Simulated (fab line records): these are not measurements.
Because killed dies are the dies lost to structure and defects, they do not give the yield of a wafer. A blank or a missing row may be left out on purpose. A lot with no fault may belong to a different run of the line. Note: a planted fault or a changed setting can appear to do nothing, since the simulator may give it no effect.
Lot-split experiment	flow sky130	route with 708 steps; 5 lots, 23 wafers read

## THE SPLIT
At SKY_VIA4_SPUTTER_17 (material TiN, target thk 20 nm, time 80 s), the setting chamberPressurePa was moved away from the recipe's 5 Pa on 5 of the 23 wafers read, by -10.2%. The other wafers ran this setting at the recipe's value.

Reading taken at the split's own step.

## THE READING
TiN_of_VIA4_SPUTTER_17.thkNm (the simulator's own value, which no gauge read), in nm, at SKY_VIA4_SPUTTER_17 (material TiN, target thk 20 nm, time 80 s). There is no usual value for it anywhere in the file. Average 20.10 nm, standard deviation 0.16 nm, over the 18 wafers here run with the recipe.

wafer	tool, chamber at the split	chamberPressurePa as run, Pa	against the recipe	TiN_of_VIA4_SPUTTER_17.thkNm, nm	against lot-mates on the recipe
L079.1	pvdSputter-01, -	5	recipe	20.24	-
L079.3	pvdSputter-01, -	5	recipe	20.24	-
L079.2	pvdSputter-01, -	5	recipe	20.29	-
L079.4	pvdSputter-01, -	5	recipe	20.25	-
L079.6	pvdSputter-01, -	5	recipe	20.08	-
L077.1	pvdSputter-02, -	5	recipe	19.97	-
L077.2	pvdSputter-02, -	5	recipe	19.96	-
L077.3	pvdSputter-02, -	5	recipe	20.28	-
L077.5	pvdSputter-02, -	5	recipe	20.15	-
L077.6	pvdSputter-02, -	5	recipe	19.8	-
L080.1	pvdSputter-03, -	4.491	-10.2%	22.13	no lot-mate on the recipe
L080.4	pvdSputter-03, -	4.491	-10.2%	22.13	no lot-mate on the recipe
L080.2	pvdSputter-03, -	4.491	-10.2%	22.12	no lot-mate on the recipe
L080.5	pvdSputter-03, -	4.491	-10.2%	22.1	no lot-mate on the recipe
L080.6	pvdSputter-03, -	4.491	-10.2%	22.14	no lot-mate on the recipe
L084.1	pvdSputter-01, -	5	recipe	20.1	-
L084.3	pvdSputter-01, -	5	recipe	20.06	-
L084.4	pvdSputter-01, -	5	recipe	20.19	-
L084.5	pvdSputter-01, -	5	recipe	20.26	-
L084.6	pvdSputter-01, -	5	recipe	20.17	-
L085.3	pvdSputter-02, -	5	recipe	20.04	-
L085.4	pvdSputter-02, -	5	recipe	19.75	-
L085.5	pvdSputter-02, -	5	recipe	19.93	-

FIT RESULTS
A straight line over all 23 wafers: TiN_of_VIA4_SPUTTER_17.thkNm changes by -0.199 nm for each +1% of chamberPressurePa; r = -0.99; the points scatter about the line by 0.15 nm.
Too few moved wafers with a lot-mate on the recipe to fit a line net of each lot's own level.

## THE FILE'S OWN FIT
TiN_of_VIA4_SPUTTER_17.thkNm changes by -0.199 nm for each +1% of chamberPressurePa, r = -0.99.
